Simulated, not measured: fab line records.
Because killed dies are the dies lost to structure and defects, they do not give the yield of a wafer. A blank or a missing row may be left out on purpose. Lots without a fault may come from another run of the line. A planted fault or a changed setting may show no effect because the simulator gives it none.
fab line records	flow gf180mcu
record: lots: 7	wafers: 19	last-day: 34
route steps=602 shown V5@564 TOP_METAL@567
lots that met no fault: taken from a fault-free run of the same line
start-h: hours from the record's first day to the start of the lot's first wafer shown	wait-h: how many hours have passed since the lot's step before this one	" as in the row above	L1.1+2: a single row standing in for several wafers	- no value present, or no start provided	* or withheld: withheld	< > ~ a bound
route shown NAME@n: a module of which the file shows steps, and the number in the route of the first	usual: mean and standard deviation over wafers with no fault	same: alike in all rows	chamber/n: place in a boat	sites: per-site readings	_std_site: how widely they spread, as a standard deviation	_edge_site: the outer-site mean with the inner-site mean subtracted	radius-mm: how far each site lies from the wafer's centre	mask NAME#n: copy n	behind: the most recent tool/chamber to have shaped the wafer	hold: cause of the lot's hold/its duration in hours/its outcome	device: whichever transistor did not switch (one of n, p or np)	end of line: the same wafers' tests at the end of the route	a step given without rows: its recipe and nothing more	killed: at the first sort, the dies lost to defects and structure; wafer yield is something else	map: a wafer's dies, marking killed ones x, the rest . and places with no die _
set.NAME: the setting that was run; set.NAME@STEP: the one run at that earlier step	model.NAME: the simulator's own value behind a step, which no gauge read
certain route steps with their lots: each step a table, each wafer a row
services: a tool's chamber out of use, with start hour (start-h, from the record's first day; less than 0 if before it), hours out, and reason
== steps ==
step: GF_V5_RS_MEAS_24
recipe: thk-meas-gauge: four-point-probe	reads: W_of_V5_CVD_23+TiN_of_V5_SPUTTER_22+Ti_of_V5_SPUTTER_21
usual: V5_W_RS: 0.327/0.0062
lot.wafer	tool	chamber	start-h	wait-h	V5_W_RS[ohm/sq]
L785.1	film-metro-01	-	624.56	0.1	0.314
L785.3	"	-	"	"	0.329
L785.4	"	-	"	"	0.316
L793.2	film-metro-01	-	688.39	0.1	0.326
L793.5	"	-	"	"	0.324
L793.6	"	-	"	"	0.324
L801.2	film-metro-03	-	741.08	0.1	0.330
L801.3	"	-	"	"	0.335
L801.5	"	-	"	"	0.336
L803.4	film-metro-02	-	753.85	0.2	0.335
L803.5	"	-	"	"	0.333
L804.1	film-metro-03	-	769.07	0.2	0.331
L804.4	"	-	"	"	0.328
L807.2	film-metro-01	-	774.27	0.1	0.327
L807.4	"	-	"	"	0.328
L807.5	"	-	"	"	0.330
L806.1	film-metro-03	-	776.16	0.1	0.313
L806.2	"	-	"	"	0.334
L806.3	"	-	"	"	0.313
step: GF_V5_THK_MEAS_25
recipe: thk-meas-gauge: xrf	reads: W_of_V5_CVD_23
usual: V5_W_THK: 355/7.6
lot.wafer	tool	chamber	start-h	wait-h	V5_W_THK[nm]
L785.1	film-metro-01	-	624.68	0.1	366
L785.3	"	-	"	"	347
L785.4	"	-	"	"	364
L793.2	film-metro-01	-	688.50	0.1	354
L793.5	"	-	"	"	356
L793.6	"	-	"	"	357
L801.2	film-metro-03	-	741.19	0.1	352
L801.3	"	-	"	"	347
L801.5	"	-	"	"	345
L803.4	film-metro-02	-	753.94	0.1	343
L803.5	"	-	"	"	346
L804.1	film-metro-03	-	769.19	0.1	356
L804.4	"	-	"	"	358
L807.2	film-metro-01	-	774.38	0.1	356
L807.4	"	-	"	"	354
L807.5	"	-	"	"	350
L806.1	film-metro-03	-	776.28	0.1	376
L806.2	"	-	"	"	353
L806.3	"	-	"	"	377
step: GF_V5_CMP_26
recipe: stop-on: SiO2	down-force-psi: 3.5	platen-rpm: 60	t-overpolish-s: 15	target-thk-nm: 0	pad-velocity-m-s: 0.94248
usual: motor-current-A: 10.7/1.3	overpolish-run-s: 14.999/0.0099	time-to-endpoint-s: 85/3.1
lot.wafer	tool	chamber	start-h	wait-h	motor-current-A	overpolish-run-s	time-to-endpoint-s
L785.3	cmp-02	1	624.74	0.0	8.5	15.009	83
L785.4	"	2	"	"	10.2	14.992	89
L785.1	"	0	"	"	11.7	15.005	86
L793.2	cmp-01	1	688.60	0.1	10.9	15.004	86
L793.6	"	0	"	"	10.2	15.015	85
L793.5	"	1	"	"	11.4	14.992	84
L801.3	cmp-02	1	741.29	0.1	8.6	14.989	84
L801.2	"	2	"	"	10.4	15.014	86
L801.5	"	0	"	"	11.2	14.998	85
L803.4	cmp-01	0	753.97	0.0	10.2	15.004	80
L803.5	"	0	"	"	10.4	14.998	79
L804.1	cmp-02	1	769.25	0.1	8.4	15.004	83
L804.4	"	3	"	"	9.7	15.004	84
L807.4	cmp-02	3	774.48	0.1	9.8	14.988	87
L807.2	"	0	"	"	11.6	15.001	86
L807.5	"	3	"	"	10.0	14.999	85
L806.3	cmp-01	3	776.39	0.1	12.6	14.994	88
L806.2	"	0	"	"	10.1	15.017	82
L806.1	"	1	"	"	11.1	14.989	87
step: GF_TOP_METAL_SPUTTER_00
recipe: material: Ti	target-thk-nm: 37.5	arriving-ion-energy-ev: 80	substrate-temp-c: 200	chamber-pressure-pa: 2	power-w: 4000	time-s: 150
step: GF_TOP_METAL_SPUTTER_01
recipe: material: TiN	target-thk-nm: 30	power-w: 6500	time-s: 25	chamber-pressure-pa: 0.4
usual: throttle-valve-pct: 29.9/0.96
lot.wafer	tool	chamber	start-h	wait-h	throttle-valve-pct
L785.1	pvd-sputter-01	-	625.14	0.1	28.7
L785.3	"	-	"	"	31.5
L785.4	"	-	"	"	28.6
L793.2	pvd-sputter-03	-	688.95	0.1	31.5
L793.5	"	-	"	"	31.6
L793.6	"	-	"	"	28.6
L801.2	pvd-sputter-01	-	741.64	0.1	29.9
L801.3	"	-	"	"	28.7
L801.5	"	-	"	"	29.8
L803.4	pvd-sputter-01	-	754.37	0.1	31.6
L803.5	"	-	"	"	28.4
L804.1	pvd-sputter-01	-	769.65	0.1	31.3
L804.4	"	-	"	"	30.0
L807.2	pvd-sputter-03	-	774.83	0.1	29.5
L807.4	"	-	"	"	30.7
L807.5	"	-	"	"	29.6
L806.1	pvd-sputter-03	-	776.74	0.1	28.9
L806.2	"	-	"	"	30.8
L806.3	"	-	"	"	29.4
step: GF_TOP_METAL_SPUTTER_02
recipe: material: AlCu	target-thk-nm: 900	power-w: 10600	chamber-pressure-pa: 0.3	substrate-temp-c: 250	gas: Ar	time-s: 47.82
usual: throttle-valve-pct: 29.9/0.96
lot.wafer	tool	chamber	start-h	wait-h	throttle-valve-pct
L785.1	pvd-sputter-01	-	625.17	0.0	28.7
L785.3	"	-	"	"	31.4
L785.4	"	-	"	"	28.9
L793.2	pvd-sputter-03	-	688.98	0.0	31.1
L793.5	"	-	"	"	31.3
L793.6	"	-	"	"	28.8
L801.2	pvd-sputter-01	-	741.67	0.0	30.1
L801.3	"	-	"	"	28.4
L801.5	"	-	"	"	30.1
L803.4	pvd-sputter-01	-	754.40	0.0	31.3
L803.5	"	-	"	"	28.8
L804.1	pvd-sputter-01	-	769.68	0.0	31.4
L804.4	"	-	"	"	30.3
L807.2	pvd-sputter-03	-	774.86	0.0	29.3
L807.4	"	-	"	"	30.4
L807.5	"	-	"	"	29.2
L806.1	pvd-sputter-03	-	776.77	0.0	28.8
L806.2	"	-	"	"	30.3
L806.3	"	-	"	"	29.2
step: GF_TOP_METAL_SPUTTER_03
recipe: material: Ti	target-thk-nm: 5	substrate-temp-c: 300	chamber-pressure-pa: 0.3	power-w: 3000	time-s: 3.3
usual: throttle-valve-pct: 29.9/0.95
lot.wafer	tool	chamber	start-h	wait-h	throttle-valve-pct
L785.1	pvd-sputter-01	-	625.21	0.0	28.5
L785.3	"	-	"	"	31.0
L785.4	"	-	"	"	28.6
L793.2	pvd-sputter-03	-	689.02	0.0	31.1
L793.5	"	-	"	"	31.6
L793.6	"	-	"	"	28.8
L801.2	pvd-sputter-01	-	741.72	0.0	29.9
L801.3	"	-	"	"	28.5
L801.5	"	-	"	"	30.0
L803.4	pvd-sputter-01	-	754.45	0.0	31.4
L803.5	"	-	"	"	28.5
L804.1	pvd-sputter-01	-	769.73	0.0	31.6
L804.4	"	-	"	"	29.9
L807.2	pvd-sputter-03	-	774.91	0.0	29.3
L807.4	"	-	"	"	30.3
L807.5	"	-	"	"	29.5
L806.1	pvd-sputter-03	-	776.82	0.0	29.0
L806.2	"	-	"	"	30.4
L806.3	"	-	"	"	29.3
step: GF_TOP_METAL_SPUTTER_04
recipe: material: TiN	target-thk-nm: 25	power-w: 6500	time-s: 20.8	chamber-pressure-pa: 0.4
usual: throttle-valve-pct: 29.9/0.95
lot.wafer	tool	chamber	start-h	wait-h	throttle-valve-pct
L785.1	pvd-sputter-01	-	625.23	0.0	28.4
L785.3	"	-	"	"	31.6
L785.4	"	-	"	"	28.5
L793.2	pvd-sputter-03	-	689.04	0.0	31.3
L793.5	"	-	"	"	31.4
L793.6	"	-	"	"	29.0
L801.2	pvd-sputter-01	-	741.73	0.0	30.0
L801.3	"	-	"	"	28.9
L801.5	"	-	"	"	30.0
L803.4	pvd-sputter-01	-	754.47	0.0	31.7
L803.5	"	-	"	"	28.4
L804.1	pvd-sputter-01	-	769.75	0.0	31.5
L804.4	"	-	"	"	29.8
L807.2	pvd-sputter-03	-	774.92	0.0	29.2
L807.4	"	-	"	"	30.6
L807.5	"	-	"	"	29.4
L806.1	pvd-sputter-03	-	776.83	0.0	29.1
L806.2	"	-	"	"	30.4
L806.3	"	-	"	"	29.2
step: GF_TOP_METAL_RS_MEAS_05
recipe: thk-meas-gauge: four-point-probe	reads: TiN_of_TOP_METAL_SPUTTER_04+Ti_of_TOP_METAL_SPUTTER_03+AlCu_of_TOP_METAL_SPUTTER_02+TiN_of_TOP_METAL_SPUTTER_01+Ti_of_TOP_METAL_SPUTTER_00
usual: TOP_METAL_ALCU_RS: 0.0326/0.00036
lot.wafer	tool	chamber	start-h	wait-h	TOP_METAL_ALCU_RS[ohm/sq]
L785.1	film-metro-02	-	625.26	0.0	0.0327
L785.3	"	-	"	"	0.0328
L785.4	"	-	"	"	0.0330
L793.2	film-metro-02	-	689.09	0.0	0.0320
L793.5	"	-	"	"	0.0324
L793.6	"	-	"	"	0.0321
L801.2	film-metro-02	-	741.78	0.0	0.0326
L801.3	"	-	"	"	0.0328
L801.5	"	-	"	"	0.0328
L803.4	film-metro-02	-	754.55	0.1	0.0328
L803.5	"	-	"	"	0.0326
L804.1	film-metro-02	-	769.77	0.0	0.0324
L804.4	"	-	"	"	0.0325
L807.2	film-metro-01	-	774.97	0.0	0.0325
L807.4	"	-	"	"	0.0323
L807.5	"	-	"	"	0.0323
L806.1	film-metro-02	-	776.86	0.0	0.0321
L806.2	"	-	"	"	0.0324
L806.3	"	-	"	"	0.0324
step: GF_TOP_METAL_THK_MEAS_06
recipe: thk-meas-gauge: xrf	reads: AlCu_of_TOP_METAL_SPUTTER_02
usual: TOP_METAL_ALCU_THK: 910/11
lot.wafer	tool	chamber	start-h	wait-h	TOP_METAL_ALCU_THK[nm]
L785.1	film-metro-02	-	625.38	0.1	913
L785.3	"	-	"	"	906
L785.4	"	-	"	"	898
L793.2	film-metro-02	-	689.20	0.1	930
L793.5	"	-	"	"	916
L793.6	"	-	"	"	924
L801.2	film-metro-02	-	741.89	0.1	912
L801.3	"	-	"	"	908
L801.5	"	-	"	"	906
L803.4	film-metro-02	-	754.64	0.1	903
L803.5	"	-	"	"	910
L804.1	film-metro-02	-	769.89	0.1	918
L804.4	"	-	"	"	917
L807.2	film-metro-01	-	775.08	0.1	904
L807.4	"	-	"	"	907
L807.5	"	-	"	"	907
L806.1	film-metro-02	-	776.98	0.1	928
L806.2	"	-	"	"	919
L806.3	"	-	"	"	921
step: GF_TOP_METAL_DEHYDRATE_07
recipe: temp-c: 200	time-s: 60
step: GF_TOP_METAL_HMDS_08
recipe: prime-time-s: 60	prime-temp-c: 120
step: GF_TOP_METAL_COAT_09
recipe: resist: NOVOLAK	spin-rpm: 3000	resist-thk-nm: 1500
lot.wafer	tool	chamber	start-h	wait-h	model.NOVOLAK_of_TOP_METAL_COAT_09.thk-nm
L785.1	litho-track-01	0	635.41	0.1	1497
L785.3	"	0	"	"	1500
L785.4	"	0	"	"	1507
L793.2	litho-track-04	0	698.33	0.1	1492
L793.5+6	"	0	"	"	1494
L801.2	litho-track-01	0	750.39	0.1	1504
L801.3	"	0	"	"	1508
L801.5	"	0	"	"	1454
L803.4	litho-track-01	0	761.99	0.1	1512
L803.5	"	0	"	"	1455
L804.1	litho-track-01	0	776.86	0.1	1449
L804.4	"	0	"	"	1501
L807.2	litho-track-04	0	782.63	0.1	1506
L807.4	"	0	"	"	1505
L807.5	"	0	"	"	1500
L806.1	litho-track-03	0	784.34	0.1	1499
L806.2	"	0	"	"	1500
L806.3	"	0	"	"	1498
step: GF_TOP_METAL_SOFTBAKE_10
recipe: temp-c: 90	time-s: 60	resist: NOVOLAK
step: GF_TOP_METAL_EXPOSE_11
recipe: mask-id: MetalTop	target-cd-nm: 440	na: 0.6	source-shape: conventional	sigma-outer: 0.6	dose-mj: 170
step: GF_TOP_METAL_PEB_12
recipe: temp-c: withheld	time-s: *	resist: NOVOLAK
step: GF_TOP_METAL_DEVELOP_13
recipe: develop-time-s: 60	dev-temp-c: 23
step: GF_TOP_METAL_CD_MEAS_14
recipe: target-cd-nm: 440
usual: cd-nm: 440.4/2.6
lot.wafer	tool	chamber	start-h	wait-h	cd-nm
L785.1	cd-sem-02	-	645.71	0.2	438.8
L785.3	"	-	"	"	439.2
L785.4	"	-	"	"	440.9
L793.2	cd-sem-01	-	707.16	0.1	437.3
L793.5	"	-	"	"	434.2
L793.6	"	-	"	"	437.8
L801.2	cd-sem-01	-	758.63	0.1	437.9
L801.3	"	-	"	"	440.0
L801.5	"	-	"	"	435.6
L803.4	cd-sem-01	-	770.37	0.1	441.5
L803.5	"	-	"	"	435.8
L804.1	cd-sem-02	-	785.41	0.1	438.1
L804.4	"	-	"	"	444.9
L807.2	cd-sem-01	-	790.51	0.2	440.3
L807.4	"	-	"	"	441.0
L807.5	"	-	"	"	439.7
L806.1	cd-sem-01	-	792.24	0.1	437.9
L806.2	"	-	"	"	438.5
L806.3	"	-	"	"	437.0
step: GF_TOP_METAL_OVL_MEAS_15
usual: TOP_METAL_OVL: -0.1/1.5
lot.wafer	tool	chamber	start-h	wait-h	TOP_METAL_OVL[nm]
L785.1	overlay-01	-	645.83	0.1	2.3
L785.3	"	-	"	"	2.2
L785.4	"	-	"	"	-1.1
L793.2	overlay-01	-	707.26	0.1	-0.7
L793.5	"	-	"	"	-0.7
L793.6	"	-	"	"	0.0
L801.2	overlay-01	-	758.74	0.1	-1.1
L801.3	"	-	"	"	0.3
L801.5	"	-	"	"	0.4
L803.4	overlay-01	-	770.45	0.1	-3.0
L803.5	"	-	"	"	-3.8
L804.1	overlay-01	-	785.53	0.1	0.2
L804.4	"	-	"	"	0.4
L807.2	overlay-02	-	790.62	0.1	-1.8
L807.4	"	-	"	"	-2.7
L807.5	"	-	"	"	-1.0
L806.1	overlay-02	-	792.36	0.1	3.7
L806.2	"	-	"	"	1.3
L806.3	"	-	"	"	0.5
step: GF_TOP_METAL_METAL_ETCH_16
recipe: chemistry: Cl2/BCl3	mask-material: NOVOLAK	target-depth-nm: 1197	stop-on: SiO2	pressure-mtorr: 8	icp-w: 800	bias-w: 140	Cl2_flow_sccm: 80	bcl3-flow-sccm: 40	time-s: 199.5
usual: drypump-motor-current-A: 5.51/0.2	oes-product-au: 0.990/0.0062	throttle-valve-pct: 28.230/0.0098
lot.wafer	tool	chamber	start-h	wait-h	drypump-motor-current-A	oes-product-au	rf-hours-counter-h	throttle-valve-pct	model.NOVOLAK_of_TOP_METAL_COAT_09.thk-nm
L785.1	rie-metal-03	0	645.87	0.0	5.43	0.997	10	28.239	1020
L785.3	"	1	"	"	5.69	0.980	-	28.228	1032
L785.4	"	0	"	"	5.42	0.992	-	28.225	1023
L793.2	rie-metal-03	1	707.29	0.0	5.67	0.971	12	28.218	1026
L793.5	"	0	"	"	5.44	0.990	-	28.236	1016
L793.6	"	1	"	"	5.65	0.989	-	28.230	1022
L801.2	rie-metal-04	1	758.83	0.1	5.24	0.994	-	28.216	1020
L801.3	"	1	"	"	5.24	0.991	-	28.220	1023
L801.5	"	1	"	"	5.22	0.993	-	28.214	969.2
L803.4	rie-metal-03	0	770.53	0.1	5.44	0.988	-	28.209	1032
L803.5	"	1	"	"	5.66	0.976	-	28.224	985.7
L804.1	rie-metal-04	0	785.57	0.0	5.46	0.985	1	28.232	973.2
L804.4	"	1	"	"	5.22	0.998	-	28.219	1022
L807.2	rie-metal-03	0	790.65	0.0	5.45	0.989	17	28.241	1027
L807.4	"	1	"	"	5.64	0.984	-	28.243	1035
L807.5	"	0	"	"	5.44	0.992	-	28.223	1017
L806.1	rie-metal-03	1	792.39	0.0	5.65	0.988	17	28.239	1024
L806.2	"	0	"	"	5.46	0.991	17	28.218	1014
L806.3	"	1	"	"	5.67	0.994	-	28.228	1021
step: GF_TOP_METAL_STRIP_17
recipe: chemistry: O2/N2	power-w: 1400	pressure-mtorr: 1500	platen-temp-c: 250	o2-flow-sccm: 3000	n2-flow-sccm: 300	overash-fraction: 0.5
usual: drypump-motor-current-A: 5.8/0.5	heater-power-w: 319/49	oes-product-au: 0.711/0.0044	platen-temp-c: 250.00/0.19	strip-time-to-endpoint-s: 12.93/0.083
lot.wafer	tool	chamber	start-h	wait-h	drypump-motor-current-A	heater-power-w	oes-product-au	platen-temp-c	rf-hours-counter-h	strip-time-to-endpoint-s
L785.1	plasma-asher-02	1	646.06	0.1	5.5	306	0.710	250.12	55	12.91
L785.3	"	0	"	"	6.3	303	0.704	249.79	-	13.03
L785.4	"	1	"	"	5.5	297	0.715	250.02	-	12.93
L793.2	plasma-asher-03	0	707.48	0.1	6.0	430	0.718	250.37	114	12.97
L793.5	"	1	"	"	6.5	340	0.719	249.94	-	12.84
L793.6	"	0	"	"	6.0	454	0.706	250.01	-	12.91
L801.2	plasma-asher-03	0	759.15	0.3	5.9	435	0.710	249.78	2	12.90
L801.3	"	1	"	"	6.5	335	0.713	249.80	-	12.91
L801.5	"	1	"	"	6.5	336	0.716	250.04	-	12.37
L803.4	plasma-asher-01	0	770.69	0.1	5.5	270	0.709	249.96	-	13.03
L803.5	"	1	"	"	4.9	281	0.711	250.15	-	12.57
L804.1	plasma-asher-03	0	785.76	0.1	6.0	445	0.708	249.97	5	12.42
L804.4	"	1	"	"	6.5	343	0.702	249.95	-	12.91
L807.2	plasma-asher-02	0	790.84	0.1	6.2	318	0.709	250.39	71	12.97
L807.4	"	1	"	"	5.5	307	0.706	249.75	-	13.08
L807.5	"	0	"	"	6.2	311	0.711	250.30	-	12.85
L806.1	plasma-asher-01	0	792.58	0.1	5.5	269	0.704	249.86	37	12.95
L806.2	"	1	"	"	4.9	288	0.700	250.15	37	12.82
L806.3	"	0	"	"	5.6	271	0.708	250.07	-	12.89
step: GF_TOP_METAL_STRIP_18
recipe: chemistry: post-etch-residue-remover	time-s: 1200	temp-c: 72.5
== services ==
tool	chamber	start-h	hours	kind
plasma-asher-02	-	602.35	11.4	repair
pvd-sputter-01	-	603.62	1.2	repair
pvd-sputter-01	3	609.02	-	consumable-replace:kit
plasma-asher-03	-	619.60	0.3	repair
cmp-02	-	620.96	1.1	repair
rie-metal-03	-	629.47	2.4	repair
cmp-01	-	635.94	0.5	repair
plasma-asher-01	-	650.32	5.0	repair
plasma-asher-01	-	651.49	1.4	repair
cmp-02	-	655.86	0.8	repair
rie-metal-04	-	678.99	2.1	repair
cmp-02	-	703.92	2.7	repair
cmp-02	-	708.10	0.4	repair
cmp-01	-	717.97	0.5	repair
plasma-asher-03	-	733.75	9.0	pm
plasma-asher-03	-	734.16	0.7	repair
cmp-01	-	744.32	4.0	pm
plasma-asher-01	-	748.82	4.3	pm
pvd-sputter-01	-	757.80	4.0	repair
rie-metal-03	-	761.40	1.2	repair
plasma-asher-02	-	768.53	2.8	pm
pvd-sputter-03	-	773.80	0.5	repair
rie-metal-04	-	776.85	4.3	pm
cmp-01	-	777.19	5.5	repair
== key ==
first-sign: step: GF_TOP_METAL_STRIP_17	reading: strip-time-to-endpoint-s	direction: down	sigmas: 5.8	usual: *	struck: *
effect none on later readings
model-effect: step: GF_TOP_METAL_COAT_09	value: NOVOLAK_of_TOP_METAL_COAT_09.thk-nm	without: 1507	struck: 1453
model-effect: step: GF_TOP_METAL_METAL_ETCH_16	value: NOVOLAK_of_TOP_METAL_COAT_09.thk-nm	without: 1030	struck: 976
met-at GF_TOP_METAL_COAT_09
struck-wafers L801.5,L803.5,L804.1
onset-between 635.41 750.39
fault: kind: process-parameter-drift	tool: litho-track-01	chamber: -	onset-h: 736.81	steps: GF_TOP_METAL_COAT_09	channel: resist-thk-nm	offset: *	shape: step	end-h: 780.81	scope: struck-wafers-only	acts-in: *	stated: *
